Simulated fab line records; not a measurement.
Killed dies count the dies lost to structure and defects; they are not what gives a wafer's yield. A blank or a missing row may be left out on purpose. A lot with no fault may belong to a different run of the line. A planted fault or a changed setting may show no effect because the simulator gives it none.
One fault through the eyes of 2 desks ; flow sky130 ; numbers are kept per desk, each desk with only its own; the story behind them comes last

FROM THE METROLOGY DESK
What the gauges read, lot by lot, whatever tool the lot ran on: means of the sampled wafers that have a number. Any lot whose mean is over 4 standard deviations away from the usual mean is out of limits and marked OUT; that distance is given in the brackets.
Columns: A = VIA2_HDPCVD_THK at SKY_VIA2_THK_MEAS_01, usual 1178 nm
lot;first seen here;A
L391;day 34 21:14;1186
L392;day 35 01:17;1174
L393;day 35 14:49;1179
L394;day 35 18:30;1173
L395;day 36 02:13;1189
L396;day 36 10:52;1175
L403;day 39 17:00;1154
L405;day 39 20:44;1174
L407;day 40 06:01;1184
L409;day 40 11:31;1174
L412;day 41 18:49;1187
Finding of this desk: none of the 11 lots has anything out of limits.

THE TOOL OWNER'S DESK: hdpcvd-01
The tool's own readings at SKY_VIA2_HDPCVD_00 (deposits SiO2, target thk 1180 nm, time 196.7 s): means of the sampled wafers that have a number, for each lot that ran on this tool. Any lot whose mean is over 4 standard deviations away from the usual mean is out of limits and marked OUT; that distance is given in the brackets.
Columns: A = run length s at SKY_VIA2_HDPCVD_00, usual 224.4 s
lot;first seen here;A
L394;day 35 18:23;224.5
L396;day 36 10:44;223.8
L403;day 39 16:52;222.2
Finding of this desk: none of the 3 lots has anything out of limits.

ALL TOGETHER
Metrology desk: nothing out of limits seen.
The desk of the tool owner found nothing out of limits.

WHAT THE SIMULATOR PUT IN
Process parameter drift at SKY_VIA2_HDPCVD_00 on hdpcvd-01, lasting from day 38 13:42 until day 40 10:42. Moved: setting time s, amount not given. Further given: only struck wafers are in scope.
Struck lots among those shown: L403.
